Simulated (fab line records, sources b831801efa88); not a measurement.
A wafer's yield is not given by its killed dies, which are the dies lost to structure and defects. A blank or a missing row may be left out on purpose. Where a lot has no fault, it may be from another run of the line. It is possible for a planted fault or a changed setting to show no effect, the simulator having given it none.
fab line records / flow sfqLine
record: lots: 7 wafers: 21 lastDay: 95
route steps=325 shown L0V@23 M0@28
lots that met no fault: taken from a fault-free run of the same line
startH: hours from the record's opening day to when the first of the lot's shown wafers began / waitH: how many hours have passed since the lot's step before this one / " identical to the entry in the row above / L1.1+2: a row that stands for several wafers / - no value, or no start given / * or withheld: withheld / < > ~ a bound
route shown NAME@n: names a module that has steps shown in the file, with the first one's number in the route / usual: mean and standard deviation over wafers with no fault / same: alike in all rows / chamber/n: place in a boat / sites: readings site by site / _std_site: the values' standard deviation / _edge_site: mean of outer sites minus mean of inner sites / radiusMm: for every site, how far away it sits from the centre of the wafer / mask NAME#n: copy n / behind: the most recent tool/chamber to have shaped the wafer / hold: what put the lot on hold/how long, in hours/how the hold closed / device: transistor that didn't switch, given as n, p or np / end of line: at the end of the route, the tests of the same wafers / for a step that has no rows: nothing shown but its recipe / killed: not the wafer's yield, but the dies lost to structure and defects at the first sort / map: a wafer's dies, x killed, . not, _ none there
set.NAME: the run value of the setting; set.NAME@STEP: its run value at that earlier step / model.NAME: the simulator's own value behind a step, which no gauge read
a table for each step, a row for each wafer; lots at some steps of the route
services: the hour from which a tool's chamber was out of use, counted from the record's first day as startH (under 0 if before that day), plus the number of hours and why
== steps ==
step: SFQ_L0V_OVL_MEAS_903
usual: L0V_OVL: 1/5.3
lot.wafer=L275.1 tool=overlay-02 chamber=- startH=206.66 waitH=0.1 L0V_OVL[nm]=-2
lot.wafer=L275.2 tool=overlay-02 chamber=- startH=206.66 waitH=0.1 L0V_OVL[nm]=-6
lot.wafer=L275.3 tool=overlay-02 chamber=- startH=206.66 waitH=0.1 L0V_OVL[nm]=2
lot.wafer=L276.2 tool=overlay-01 chamber=- startH=215.06 waitH=0.1 L0V_OVL[nm]=6
lot.wafer=L276.4 tool=overlay-01 chamber=- startH=215.06 waitH=0.1 L0V_OVL[nm]=-3
lot.wafer=L276.6 tool=overlay-01 chamber=- startH=215.06 waitH=0.1 L0V_OVL[nm]=2
lot.wafer=L283.4 tool=overlay-01 chamber=- startH=261.87 waitH=0.1 L0V_OVL[nm]=3
lot.wafer=L283.5 tool=overlay-01 chamber=- startH=261.87 waitH=0.1 L0V_OVL[nm]=9
lot.wafer=L283.6 tool=overlay-01 chamber=- startH=261.87 waitH=0.1 L0V_OVL[nm]=2
lot.wafer=L284.1 tool=overlay-02 chamber=- startH=267.86 waitH=0.1 L0V_OVL[nm]=8
lot.wafer=L284.2 tool=overlay-02 chamber=- startH=267.86 waitH=0.1 L0V_OVL[nm]=-3
lot.wafer=L284.4 tool=overlay-02 chamber=- startH=267.86 waitH=0.1 L0V_OVL[nm]=3
lot.wafer=L285.2 tool=overlay-02 chamber=- startH=270.26 waitH=0.1 L0V_OVL[nm]=-3
lot.wafer=L285.3 tool=overlay-02 chamber=- startH=270.26 waitH=0.1 L0V_OVL[nm]=0
lot.wafer=L285.6 tool=overlay-02 chamber=- startH=270.26 waitH=0.1 L0V_OVL[nm]=-3
lot.wafer=L288.1 tool=overlay-01 chamber=- startH=288.26 waitH=0.1 L0V_OVL[nm]=1
lot.wafer=L288.3 tool=overlay-01 chamber=- startH=288.26 waitH=0.1 L0V_OVL[nm]=11
lot.wafer=L288.5 tool=overlay-01 chamber=- startH=288.26 waitH=0.1 L0V_OVL[nm]=5
lot.wafer=L293.1 tool=overlay-02 chamber=- startH=342.38 waitH=0.1 L0V_OVL[nm]=6
lot.wafer=L293.3 tool=overlay-02 chamber=- startH=342.38 waitH=0.1 L0V_OVL[nm]=5
lot.wafer=L293.6 tool=overlay-02 chamber=- startH=342.38 waitH=0.1 L0V_OVL[nm]=3
step: SFQ_TRILAYER_L0_VIA_BARC_OPEN_VIA_ETCH_021
recipe: maskMaterial: PR chemistry: O2 targetDepthNm: 125 target: BARC sourceW: 500 biasW: 80 pressureMtorr: 30 timeS: 41.7
usual: drypumpMotorCurrentA: 5.4/0.44 oesProductAu: 0.685/0.0048
lot.wafer=L275.1 tool=rieDiel-04 chamber=0 startH=206.69 waitH=0.0 drypumpMotorCurrentA=5.0 oesProductAu=0.690 rfHoursCounterH=62
lot.wafer=L275.2 tool=rieDiel-04 chamber=3 startH=206.69 waitH=0.0 drypumpMotorCurrentA=5.5 oesProductAu=0.680 rfHoursCounterH=11
lot.wafer=L275.3 tool=rieDiel-04 chamber=1 startH=206.69 waitH=0.0 drypumpMotorCurrentA=5.8 oesProductAu=0.691 rfHoursCounterH=5
lot.wafer=L276.2 tool=rieDiel-04 chamber=1 startH=215.09 waitH=0.0 drypumpMotorCurrentA=5.9 oesProductAu=0.680 rfHoursCounterH=5
lot.wafer=L276.4 tool=rieDiel-04 chamber=2 startH=215.09 waitH=0.0 drypumpMotorCurrentA=4.9 oesProductAu=0.684 rfHoursCounterH=2
lot.wafer=L276.6 tool=rieDiel-04 chamber=3 startH=215.09 waitH=0.0 drypumpMotorCurrentA=5.5 oesProductAu=0.685 rfHoursCounterH=-
lot.wafer=L283.4 tool=rieDiel-02 chamber=3 startH=261.89 waitH=0.0 drypumpMotorCurrentA=4.9 oesProductAu=0.683 rfHoursCounterH=3
lot.wafer=L283.5 tool=rieDiel-02 chamber=1 startH=261.89 waitH=0.0 drypumpMotorCurrentA=4.9 oesProductAu=0.682 rfHoursCounterH=-
lot.wafer=L283.6 tool=rieDiel-02 chamber=2 startH=261.89 waitH=0.0 drypumpMotorCurrentA=5.0 oesProductAu=0.681 rfHoursCounterH=-
lot.wafer=L284.1 tool=rieDiel-04 chamber=3 startH=267.89 waitH=0.0 drypumpMotorCurrentA=5.4 oesProductAu=0.687 rfHoursCounterH=12
lot.wafer=L284.2 tool=rieDiel-04 chamber=0 startH=267.89 waitH=0.0 drypumpMotorCurrentA=5.0 oesProductAu=0.686 rfHoursCounterH=62
lot.wafer=L284.4 tool=rieDiel-04 chamber=1 startH=267.89 waitH=0.0 drypumpMotorCurrentA=5.9 oesProductAu=0.687 rfHoursCounterH=6
lot.wafer=L285.2 tool=rieDiel-02 chamber=2 startH=270.29 waitH=0.0 drypumpMotorCurrentA=5.0 oesProductAu=0.680 rfHoursCounterH=83
lot.wafer=L285.3 tool=rieDiel-02 chamber=3 startH=270.29 waitH=0.0 drypumpMotorCurrentA=4.9 oesProductAu=0.684 rfHoursCounterH=3
lot.wafer=L285.6 tool=rieDiel-02 chamber=0 startH=270.29 waitH=0.0 drypumpMotorCurrentA=5.6 oesProductAu=0.688 rfHoursCounterH=-
lot.wafer=L288.1 tool=rieDiel-04 chamber=1 startH=288.29 waitH=0.0 drypumpMotorCurrentA=5.9 oesProductAu=0.688 rfHoursCounterH=6
lot.wafer=L288.3 tool=rieDiel-04 chamber=0 startH=288.29 waitH=0.0 drypumpMotorCurrentA=5.0 oesProductAu=0.681 rfHoursCounterH=63
lot.wafer=L288.5 tool=rieDiel-04 chamber=0 startH=288.29 waitH=0.0 drypumpMotorCurrentA=5.0 oesProductAu=0.694 rfHoursCounterH=-
lot.wafer=L293.1 tool=rieDiel-04 chamber=3 startH=342.42 waitH=0.0 drypumpMotorCurrentA=5.4 oesProductAu=0.679 rfHoursCounterH=13
lot.wafer=L293.3 tool=rieDiel-04 chamber=1 startH=342.42 waitH=0.0 drypumpMotorCurrentA=5.9 oesProductAu=0.685 rfHoursCounterH=7
lot.wafer=L293.6 tool=rieDiel-04 chamber=3 startH=342.42 waitH=0.0 drypumpMotorCurrentA=5.4 oesProductAu=0.683 rfHoursCounterH=-
step: SFQ_TRILAYER_L0_VIA_ETCH_VIA_ETCH_016
recipe: target: SiO2 stopOn: MoNx_KI maskMaterial: PR chemistry: CHF3 targetDepthNm: 80 sourceW: 500 biasW: 80 pressureMtorr: 30 timeS: withheld
usual: drypumpMotorCurrentA: 5.4/0.44 oesProductAu: 0.843/0.008
lot.wafer=L275.1 tool=rieDiel-04 chamber=0 startH=206.73 waitH=0.0 drypumpMotorCurrentA=5.0 oesProductAu=0.836
lot.wafer=L275.2 tool=rieDiel-04 chamber=3 startH=206.73 waitH=0.0 drypumpMotorCurrentA=5.5 oesProductAu=0.838
lot.wafer=L275.3 tool=rieDiel-04 chamber=1 startH=206.73 waitH=0.0 drypumpMotorCurrentA=5.9 oesProductAu=0.831
lot.wafer=L276.2 tool=rieDiel-04 chamber=1 startH=215.13 waitH=0.0 drypumpMotorCurrentA=5.9 oesProductAu=0.837
lot.wafer=L276.4 tool=rieDiel-04 chamber=2 startH=215.13 waitH=0.0 drypumpMotorCurrentA=4.9 oesProductAu=0.854
lot.wafer=L276.6 tool=rieDiel-04 chamber=3 startH=215.13 waitH=0.0 drypumpMotorCurrentA=5.5 oesProductAu=0.835
lot.wafer=L283.4 tool=rieDiel-02 chamber=3 startH=261.93 waitH=0.0 drypumpMotorCurrentA=4.9 oesProductAu=0.839
lot.wafer=L283.5 tool=rieDiel-02 chamber=1 startH=261.93 waitH=0.0 drypumpMotorCurrentA=4.9 oesProductAu=0.844
lot.wafer=L283.6 tool=rieDiel-02 chamber=2 startH=261.93 waitH=0.0 drypumpMotorCurrentA=5.0 oesProductAu=0.844
lot.wafer=L284.1 tool=rieDiel-04 chamber=3 startH=267.93 waitH=0.0 drypumpMotorCurrentA=5.5 oesProductAu=0.829
lot.wafer=L284.2 tool=rieDiel-04 chamber=0 startH=267.93 waitH=0.0 drypumpMotorCurrentA=5.0 oesProductAu=0.843
lot.wafer=L284.4 tool=rieDiel-04 chamber=1 startH=267.93 waitH=0.0 drypumpMotorCurrentA=5.9 oesProductAu=0.851
lot.wafer=L285.2 tool=rieDiel-02 chamber=2 startH=270.33 waitH=0.0 drypumpMotorCurrentA=5.0 oesProductAu=0.849
lot.wafer=L285.3 tool=rieDiel-02 chamber=3 startH=270.33 waitH=0.0 drypumpMotorCurrentA=4.9 oesProductAu=0.837
lot.wafer=L285.6 tool=rieDiel-02 chamber=0 startH=270.33 waitH=0.0 drypumpMotorCurrentA=5.6 oesProductAu=0.845
lot.wafer=L288.1 tool=rieDiel-04 chamber=1 startH=288.33 waitH=0.0 drypumpMotorCurrentA=5.9 oesProductAu=0.840
lot.wafer=L288.3 tool=rieDiel-04 chamber=0 startH=288.33 waitH=0.0 drypumpMotorCurrentA=5.0 oesProductAu=0.859
lot.wafer=L288.5 tool=rieDiel-04 chamber=0 startH=288.33 waitH=0.0 drypumpMotorCurrentA=5.0 oesProductAu=0.853
lot.wafer=L293.1 tool=rieDiel-04 chamber=3 startH=342.46 waitH=0.0 drypumpMotorCurrentA=5.5 oesProductAu=0.839
lot.wafer=L293.3 tool=rieDiel-04 chamber=1 startH=342.46 waitH=0.0 drypumpMotorCurrentA=5.8 oesProductAu=0.843
lot.wafer=L293.6 tool=rieDiel-04 chamber=3 startH=342.46 waitH=0.0 drypumpMotorCurrentA=5.5 oesProductAu=0.842
step: SFQ_TRILAYER_L0_VIA_STRIP_STRIP_017
recipe: gas: O2 powerW: 200 platenTempC: 40 overashFraction: 0.65 chemistry: O2 pressureMtorr: 50
usual: drypumpMotorCurrentA: 5.4/0.39 oesProductAu: 1.005/0.01 platenTempC: 40.00/0.1
lot.wafer=L275.1 tool=rieMetal-04 chamber=0 startH=206.78 waitH=- drypumpMotorCurrentA=5.3 oesProductAu=0.993 platenTempC=40.04 rfHoursCounterH=136
lot.wafer=L275.2 tool=rieMetal-04 chamber=1 startH=206.78 waitH=- drypumpMotorCurrentA=5.2 oesProductAu=0.993 platenTempC=39.90 rfHoursCounterH=155
lot.wafer=L275.3 tool=rieMetal-04 chamber=1 startH=206.78 waitH=- drypumpMotorCurrentA=5.1 oesProductAu=1.004 platenTempC=40.01 rfHoursCounterH=-
lot.wafer=L276.2 tool=rieMetal-01 chamber=0 startH=215.18 waitH=- drypumpMotorCurrentA=5.4 oesProductAu=1.012 platenTempC=40.15 rfHoursCounterH=28
lot.wafer=L276.4 tool=rieMetal-01 chamber=0 startH=215.18 waitH=- drypumpMotorCurrentA=5.4 oesProductAu=1.007 platenTempC=40.20 rfHoursCounterH=-
lot.wafer=L276.6 tool=rieMetal-01 chamber=0 startH=215.18 waitH=- drypumpMotorCurrentA=5.4 oesProductAu=1.006 platenTempC=39.86 rfHoursCounterH=-
lot.wafer=L283.4 tool=rieMetal-04 chamber=0 startH=262.18 waitH=- drypumpMotorCurrentA=5.3 oesProductAu=1.009 platenTempC=40.01 rfHoursCounterH=-
lot.wafer=L283.5 tool=rieMetal-04 chamber=0 startH=262.18 waitH=- drypumpMotorCurrentA=5.3 oesProductAu=0.995 platenTempC=39.99 rfHoursCounterH=-
lot.wafer=L283.6 tool=rieMetal-04 chamber=1 startH=262.18 waitH=- drypumpMotorCurrentA=5.1 oesProductAu=1.008 platenTempC=40.12 rfHoursCounterH=-
lot.wafer=L284.1 tool=rieMetal-02 chamber=0 startH=267.98 waitH=- drypumpMotorCurrentA=5.3 oesProductAu=1.000 platenTempC=39.65 rfHoursCounterH=24
lot.wafer=L284.2 tool=rieMetal-02 chamber=1 startH=267.98 waitH=- drypumpMotorCurrentA=6.4 oesProductAu=0.998 platenTempC=39.98 rfHoursCounterH=169
lot.wafer=L284.4 tool=rieMetal-02 chamber=1 startH=267.98 waitH=- drypumpMotorCurrentA=6.4 oesProductAu=1.000 platenTempC=40.05 rfHoursCounterH=-
lot.wafer=L285.2 tool=rieMetal-01 chamber=1 startH=270.38 waitH=- drypumpMotorCurrentA=5.4 oesProductAu=1.018 platenTempC=40.04 rfHoursCounterH=109
lot.wafer=L285.3 tool=rieMetal-01 chamber=1 startH=270.38 waitH=- drypumpMotorCurrentA=5.4 oesProductAu=1.020 platenTempC=39.78 rfHoursCounterH=-
lot.wafer=L285.6 tool=rieMetal-01 chamber=0 startH=270.38 waitH=- drypumpMotorCurrentA=5.4 oesProductAu=1.004 platenTempC=40.05 rfHoursCounterH=-
lot.wafer=L288.1 tool=rieMetal-04 chamber=1 startH=288.38 waitH=- drypumpMotorCurrentA=5.2 oesProductAu=0.990 platenTempC=40.16 rfHoursCounterH=166
lot.wafer=L288.3 tool=rieMetal-04 chamber=1 startH=288.38 waitH=- drypumpMotorCurrentA=5.2 oesProductAu=1.005 platenTempC=40.16 rfHoursCounterH=-
lot.wafer=L288.5 tool=rieMetal-04 chamber=1 startH=288.38 waitH=- drypumpMotorCurrentA=5.2 oesProductAu=0.998 platenTempC=40.02 rfHoursCounterH=-
lot.wafer=L293.1 tool=rieMetal-01 chamber=1 startH=342.50 waitH=- drypumpMotorCurrentA=5.4 oesProductAu=1.031 platenTempC=40.09 rfHoursCounterH=120
lot.wafer=L293.3 tool=rieMetal-01 chamber=0 startH=342.50 waitH=- drypumpMotorCurrentA=5.4 oesProductAu=0.993 platenTempC=40.31 rfHoursCounterH=-
lot.wafer=L293.6 tool=rieMetal-01 chamber=1 startH=342.50 waitH=- drypumpMotorCurrentA=5.4 oesProductAu=1.031 platenTempC=39.90 rfHoursCounterH=-
step: SFQ_TRILAYER_L0_VIA_STRIP_SOLV_CLEAN_018
recipe: chemistry: NMP tempC: 70 timeS: 600
step: SFQ_TRILAYER_M0_DEP_PRE_CLEAN_020
recipe: gas: Ar timeS: 15 biasV: 250
step: SFQ_TRILAYER_M0_DEP_SPUTTER_019
recipe: material: Nb basePressurePa: 1.33e-06 chamberPressurePa: 0.1333 substrateTempC: 20 resputterCathodeVoltageV: 400 targetThkNm: 200 powerW: 2000 timeS: 133.3
usual: basePressurePa: 1.32e-06/7.9e-08 substrateTempC: 19.99/0.1 throttleValvePct: 30.2/0.92
lot.wafer=L275.1 tool=pvdSputter-06 chamber=- startH=207.58 waitH=0.0 basePressurePa=1.39e-06 substrateTempC=20.05 throttleValvePct=33.1
lot.wafer=L275.2 tool=pvdSputter-06 chamber=- startH=207.58 waitH=0.0 basePressurePa=1.29e-06 substrateTempC=20.08 throttleValvePct=30.1
lot.wafer=L275.3 tool=pvdSputter-06 chamber=- startH=207.58 waitH=0.0 basePressurePa=1.42e-06 substrateTempC=19.97 throttleValvePct=30.6
lot.wafer=L276.2 tool=pvdSputter-04 chamber=- startH=215.98 waitH=0.0 basePressurePa=1.27e-06 substrateTempC=19.97 throttleValvePct=29.4
lot.wafer=L276.4 tool=pvdSputter-04 chamber=- startH=215.98 waitH=0.0 basePressurePa=1.43e-06 substrateTempC=20.13 throttleValvePct=30.4
lot.wafer=L276.6 tool=pvdSputter-04 chamber=- startH=215.98 waitH=0.0 basePressurePa=1.36e-06 substrateTempC=20.03 throttleValvePct=30.6
lot.wafer=L283.4 tool=pvdSputter-04 chamber=- startH=262.78 waitH=0.0 basePressurePa=1.25e-06 substrateTempC=20.07 throttleValvePct=29.5
lot.wafer=L283.5 tool=pvdSputter-04 chamber=- startH=262.78 waitH=0.0 basePressurePa=1.25e-06 substrateTempC=19.98 throttleValvePct=30.5
lot.wafer=L283.6 tool=pvdSputter-04 chamber=- startH=262.78 waitH=0.0 basePressurePa=1.45e-06 substrateTempC=19.81 throttleValvePct=29.2
lot.wafer=L284.1 tool=pvdSputter-04 chamber=- startH=268.78 waitH=0.0 basePressurePa=1.34e-06 substrateTempC=19.91 throttleValvePct=30.8
lot.wafer=L284.2 tool=pvdSputter-04 chamber=- startH=268.78 waitH=0.0 basePressurePa=1.5e-06 substrateTempC=19.84 throttleValvePct=29.3
lot.wafer=L284.4 tool=pvdSputter-04 chamber=- startH=268.78 waitH=0.0 basePressurePa=1.32e-06 substrateTempC=20.05 throttleValvePct=29.5
lot.wafer=L285.2 tool=pvdSputter-03 chamber=- startH=271.18 waitH=0.0 basePressurePa=1.4e-06 substrateTempC=19.92 throttleValvePct=29.9
lot.wafer=L285.3 tool=pvdSputter-03 chamber=- startH=271.18 waitH=0.0 basePressurePa=1.37e-06 substrateTempC=20.22 throttleValvePct=31.1
lot.wafer=L285.6 tool=pvdSputter-03 chamber=- startH=271.18 waitH=0.0 basePressurePa=1.37e-06 substrateTempC=20.05 throttleValvePct=31.3
lot.wafer=L288.1 tool=pvdSputter-04 chamber=- startH=289.19 waitH=0.0 basePressurePa=1.34e-06 substrateTempC=20.09 throttleValvePct=29.1
lot.wafer=L288.3 tool=pvdSputter-04 chamber=- startH=289.19 waitH=0.0 basePressurePa=1.25e-06 substrateTempC=20.19 throttleValvePct=30.8
lot.wafer=L288.5 tool=pvdSputter-04 chamber=- startH=289.19 waitH=0.0 basePressurePa=1.38e-06 substrateTempC=20.00 throttleValvePct=29.1
lot.wafer=L293.1 tool=pvdSputter-06 chamber=- startH=343.30 waitH=0.0 basePressurePa=1.33e-06 substrateTempC=19.92 throttleValvePct=30.2
lot.wafer=L293.3 tool=pvdSputter-06 chamber=- startH=343.30 waitH=0.0 basePressurePa=1.14e-06 substrateTempC=20.18 throttleValvePct=30.8
lot.wafer=L293.6 tool=pvdSputter-06 chamber=- startH=343.30 waitH=0.0 basePressurePa=1.15e-06 substrateTempC=19.88 throttleValvePct=32.8
step: SFQ_M0_RS_MEAS_904
recipe: thkMeasGauge: four-point-probe reads: Nb_of_TRILAYER_M0_DEP_SPUTTER_019
usual: M0_NB_RS: 0.892/0.0097
lot.wafer=L275.1 tool=filmMetro-04 chamber=- startH=207.67 waitH=0.0 M0_NB_RS[ohm/sq]=0.889
lot.wafer=L275.2 tool=filmMetro-04 chamber=- startH=207.67 waitH=0.0 M0_NB_RS[ohm/sq]=0.891
lot.wafer=L275.3 tool=filmMetro-04 chamber=- startH=207.67 waitH=0.0 M0_NB_RS[ohm/sq]=0.910
lot.wafer=L276.2 tool=filmMetro-03 chamber=- startH=216.09 waitH=0.1 M0_NB_RS[ohm/sq]=0.903
lot.wafer=L276.4 tool=filmMetro-03 chamber=- startH=216.09 waitH=0.1 M0_NB_RS[ohm/sq]=0.903
lot.wafer=L276.6 tool=filmMetro-03 chamber=- startH=216.09 waitH=0.1 M0_NB_RS[ohm/sq]=0.898
lot.wafer=L283.4 tool=filmMetro-03 chamber=- startH=262.93 waitH=0.1 M0_NB_RS[ohm/sq]=0.886
lot.wafer=L283.5 tool=filmMetro-03 chamber=- startH=262.93 waitH=0.1 M0_NB_RS[ohm/sq]=0.886
lot.wafer=L283.6 tool=filmMetro-03 chamber=- startH=262.93 waitH=0.1 M0_NB_RS[ohm/sq]=0.891
lot.wafer=L284.1 tool=filmMetro-03 chamber=- startH=268.87 waitH=0.0 M0_NB_RS[ohm/sq]=0.886
lot.wafer=L284.2 tool=filmMetro-03 chamber=- startH=268.87 waitH=0.0 M0_NB_RS[ohm/sq]=0.894
lot.wafer=L284.4 tool=filmMetro-03 chamber=- startH=268.87 waitH=0.0 M0_NB_RS[ohm/sq]=0.883
lot.wafer=L285.2 tool=filmMetro-04 chamber=- startH=271.29 waitH=0.1 M0_NB_RS[ohm/sq]=0.889
lot.wafer=L285.3 tool=filmMetro-04 chamber=- startH=271.29 waitH=0.1 M0_NB_RS[ohm/sq]=0.878
lot.wafer=L285.6 tool=filmMetro-04 chamber=- startH=271.29 waitH=0.1 M0_NB_RS[ohm/sq]=0.888
lot.wafer=L288.1 tool=filmMetro-01 chamber=- startH=289.28 waitH=0.0 M0_NB_RS[ohm/sq]=0.897
lot.wafer=L288.3 tool=filmMetro-01 chamber=- startH=289.28 waitH=0.0 M0_NB_RS[ohm/sq]=0.898
lot.wafer=L288.5 tool=filmMetro-01 chamber=- startH=289.28 waitH=0.0 M0_NB_RS[ohm/sq]=0.905
lot.wafer=L293.1 tool=filmMetro-01 chamber=- startH=343.39 waitH=0.0 M0_NB_RS[ohm/sq]=0.900
lot.wafer=L293.3 tool=filmMetro-01 chamber=- startH=343.39 waitH=0.0 M0_NB_RS[ohm/sq]=0.903
lot.wafer=L293.6 tool=filmMetro-01 chamber=- startH=343.39 waitH=0.0 M0_NB_RS[ohm/sq]=0.896
step: SFQ_TRILAYER_M0_LITHO_COAT_026
recipe: resist: BARC spinRpm: 3000 resistThkNm: 62
step: SFQ_TRILAYER_M0_LITHO_COAT_021
recipe: resist: KrF spinRpm: 3000 resistThkNm: 600
step: SFQ_TRILAYER_M0_LITHO_SOFTBAKE_025
recipe: tempC: withheld timeS: withheld resist: KrF
step: SFQ_TRILAYER_M0_LITHO_EXPOSE_022
recipe: maskId: M0 na: 0.6 sourceShape: conventional sigmaOuter: 0.65 targetCdNm: 500 doseMj: 14.4
usual: exposureDoseMJCm2: 14.400/0.016 focusOffsetNm: -0.1/0.53 reticleTempC: 22.97/0.11
lot.wafer=L275.1 tool=krfScanner-02 chamber=0 startH=312.08 waitH=- mask=M0#0 exposureDoseMJCm2=14.397 focusOffsetNm=-0.1 reticleTempC=22.93
lot.wafer=L275.2 tool=krfScanner-02 chamber=0 startH=312.08 waitH=- mask=M0#0 exposureDoseMJCm2=14.389 focusOffsetNm=0.8 reticleTempC=22.76
lot.wafer=L275.3 tool=krfScanner-02 chamber=0 startH=312.08 waitH=- mask=M0#0 exposureDoseMJCm2=14.397 focusOffsetNm=-0.1 reticleTempC=22.93
lot.wafer=L276.2 tool=krfScanner-02 chamber=0 startH=323.08 waitH=- mask=M0#0 exposureDoseMJCm2=14.424 focusOffsetNm=-0.2 reticleTempC=22.92
lot.wafer=L276.4 tool=krfScanner-02 chamber=0 startH=323.08 waitH=- mask=M0#0 exposureDoseMJCm2=14.444 focusOffsetNm=-0.5 reticleTempC=22.86
lot.wafer=L276.6 tool=krfScanner-02 chamber=0 startH=323.08 waitH=- mask=M0#0 exposureDoseMJCm2=14.438 focusOffsetNm=0.5 reticleTempC=22.81
lot.wafer=L283.4 tool=krfScanner-02 chamber=- startH=391.69 waitH=- mask=M0#0 exposureDoseMJCm2=- focusOffsetNm=- reticleTempC=-
lot.wafer=L283.5 tool=krfScanner-02 chamber=- startH=391.69 waitH=- mask=M0#0 exposureDoseMJCm2=- focusOffsetNm=- reticleTempC=-
lot.wafer=L283.6 tool=krfScanner-02 chamber=- startH=391.69 waitH=- mask=M0#0 exposureDoseMJCm2=- focusOffsetNm=- reticleTempC=-
lot.wafer=L284.1 tool=krfScanner-02 chamber=- startH=395.89 waitH=- mask=M0#0 exposureDoseMJCm2=- focusOffsetNm=- reticleTempC=-
lot.wafer=L284.2 tool=krfScanner-02 chamber=- startH=395.89 waitH=- mask=M0#0 exposureDoseMJCm2=- focusOffsetNm=- reticleTempC=-
lot.wafer=L284.4 tool=krfScanner-02 chamber=- startH=395.89 waitH=- mask=M0#0 exposureDoseMJCm2=- focusOffsetNm=- reticleTempC=-
lot.wafer=L285.2 tool=krfScanner-02 chamber=- startH=399.69 waitH=- mask=M0#0 exposureDoseMJCm2=- focusOffsetNm=- reticleTempC=-
lot.wafer=L285.3 tool=krfScanner-02 chamber=- startH=399.69 waitH=- mask=M0#0 exposureDoseMJCm2=- focusOffsetNm=- reticleTempC=-
lot.wafer=L285.6 tool=krfScanner-02 chamber=- startH=399.69 waitH=- mask=M0#0 exposureDoseMJCm2=- focusOffsetNm=- reticleTempC=-
lot.wafer=L288.1 tool=krfScanner-01 chamber=0 startH=422.42 waitH=- mask=M0#0 exposureDoseMJCm2=14.391 focusOffsetNm=0.1 reticleTempC=22.95
lot.wafer=L288.3 tool=krfScanner-01 chamber=0 startH=422.42 waitH=- mask=M0#0 exposureDoseMJCm2=14.375 focusOffsetNm=-0.5 reticleTempC=23.04
lot.wafer=L288.5 tool=krfScanner-01 chamber=0 startH=422.42 waitH=- mask=M0#0 exposureDoseMJCm2=14.407 focusOffsetNm=0.4 reticleTempC=22.94
lot.wafer=L293.1 tool=krfScanner-02 chamber=0 startH=484.07 waitH=- mask=M0#0 exposureDoseMJCm2=14.391 focusOffsetNm=-0.1 reticleTempC=23.10
lot.wafer=L293.3 tool=krfScanner-02 chamber=0 startH=484.07 waitH=- mask=M0#0 exposureDoseMJCm2=14.401 focusOffsetNm=0.2 reticleTempC=22.91
lot.wafer=L293.6 tool=krfScanner-02 chamber=0 startH=484.07 waitH=- mask=M0#0 exposureDoseMJCm2=14.414 focusOffsetNm=-0.4 reticleTempC=22.96
step: SFQ_TRILAYER_M0_LITHO_PEB_024
recipe: pebTempC: 115 pebTimeS: 60 resist: KrF
== services ==
tool=krfScanner-02 chamber=- startH=191.48 hours=1.0 kind=pm
tool=rieDiel-04 chamber=2 startH=198.74 hours=12.2 kind=repair
tool=krfScanner-02 chamber=- startH=241.03 hours=0.8 kind=pm
tool=krfScanner-02 chamber=- startH=243.37 hours=4.0 kind=pm
tool=krfScanner-02 chamber=- startH=247.39 hours=1.3 kind=pm
tool=rieDiel-04 chamber=- startH=249.33 hours=4.3 kind=pm
tool=rieDiel-04 chamber=- startH=292.58 hours=14.6 kind=pm
tool=rieMetal-01 chamber=- startH=323.76 hours=1.2 kind=repair
tool=rieMetal-04 chamber=1 startH=350.32 hours=11.1 kind=repair
tool=krfScanner-02 chamber=- startH=360.08 hours=1.0 kind=pm
tool=krfScanner-02 chamber=- startH=365.07 hours=4.1 kind=repair
tool=pvdSputter-06 chamber=- startH=373.31 hours=7.4 kind=repair
tool=rieDiel-02 chamber=2 startH=373.45 hours=7.1 kind=repair
tool=rieDiel-02 chamber=2 startH=382.91 hours=8.6 kind=repair
tool=pvdSputter-06 chamber=- startH=407.92 hours=9.0 kind=repair
tool=krfScanner-02 chamber=- startH=410.29 hours=0.8 kind=pm
tool=pvdSputter-06 chamber=- startH=415.60 hours=1.1 kind=repair
tool=rieDiel-02 chamber=- startH=416.76 hours=0.6 kind=repair
tool=krfScanner-02 chamber=- startH=421.66 hours=1.3 kind=pm
tool=rieMetal-01 chamber=- startH=422.46 hours=0.2 kind=repair
tool=krfScanner-02 chamber=- startH=429.62 hours=0.7 kind=repair
tool=rieDiel-02 chamber=3 startH=430.74 hours=8.2 kind=repair
tool=rieDiel-04 chamber=0 startH=450.61 hours=1.4 kind=repair
tool=rieMetal-04 chamber=0 startH=458.12 hours=19.4 kind=repair
== key ==
firstSign: step: SFQ_TRILAYER_M0_LITHO_EXPOSE_022 reading: toolRecord direction: missing
effect none on later readings
metAt SFQ_TRILAYER_M0_LITHO_EXPOSE_022
struckWafers L283.4,L283.5,L283.6,L284.1,L284.2,L284.4,L285.2,L285.3,L285.6
onsetBetween 323.08 391.69
fault: kind: skippedStepWhole tool: krfScanner-02 chamber: - onsetH: 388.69 steps: SFQ_TRILAYER_M0_LITHO_EXPOSE_022 scope: struckLotsOnly
